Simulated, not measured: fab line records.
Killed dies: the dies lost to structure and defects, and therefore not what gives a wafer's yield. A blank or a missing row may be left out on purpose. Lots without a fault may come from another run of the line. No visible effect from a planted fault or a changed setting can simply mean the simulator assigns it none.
Chamber matching + flow sky130 + SKY_PASSIVATION_CVD_02 on pecvd-01: 3 sister chambers
The step deposits Si3N4, target thk 540 nm. 6 wafers are shown with their chamber, then 12 later ones without.

== WAFERS WITH THEIR CHAMBER ==
| wafer  | chamber | heater-power-w (W) |
|--------|---------|--------------------|
| L085.1 | 1       | 692                |
| L086.3 | 2       | 666                |
| L086.5 | 2       | 675                |
| L087.3 | 0       | 760                |
| L087.4 | 0       | 788                |
| L087.6 | 1       | 688                |

== WAFERS MISSING THEIR CHAMBER ==
| wafer  | heater-power-w (W) |
|--------|--------------------|
| L094.2 | 617                |
| L094.3 | 829                |
| L094.4 | 679                |
| L095.1 | 584                |
| L095.2 | 667                |
| L095.3 | 866                |
| L095.4 | 616                |
| L095.5 | 724                |
| L095.6 | 862                |
| L097.2 | 590                |
| L097.3 | 819                |
| L097.6 | 867                |

== CHAMBER TAKEN BY EACH ==
| wafer  | from the rows above          | in truth |
|--------|------------------------------|----------|
| L094.2 | can't be placed: 2 or 1      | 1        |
| L094.3 | 0                            | 0        |
| L094.4 | can't be placed: 2 or 1      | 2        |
| L095.1 | can't be placed: 2 or 1      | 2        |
| L095.2 | can't be placed: 2 or 1      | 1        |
| L095.3 | 0                            | 0        |
| L095.4 | can't be placed: 2 or 1      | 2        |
| L095.5 | can't be placed: 1 or 0 or 2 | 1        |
| L095.6 | 0                            | 0        |
| L097.2 | can't be placed: 2 or 1      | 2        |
| L097.3 | 0                            | 0        |
| L097.6 | 0                            | 0        |
5 of 12 placed correctly. Can't be placed from these rows: 7 (the true chamber is among the candidates in 7). Number placed wrongly: 0.
How it was worked out, from the rows above alone: a wafer's distance from a chamber is the root of the sum, over the readings, of the square of ((its reading less the chamber's mean) divided by the reading's scatter). The wafer belongs to the nearest chamber; if the next one is less than 2 further off, it can't be placed. A chamber's mean is the mean of its shown wafers. The scatter: take each reading less its chamber's mean, square it, sum over the shown wafers, divide by the number of wafers less the number of chambers, and take the root.
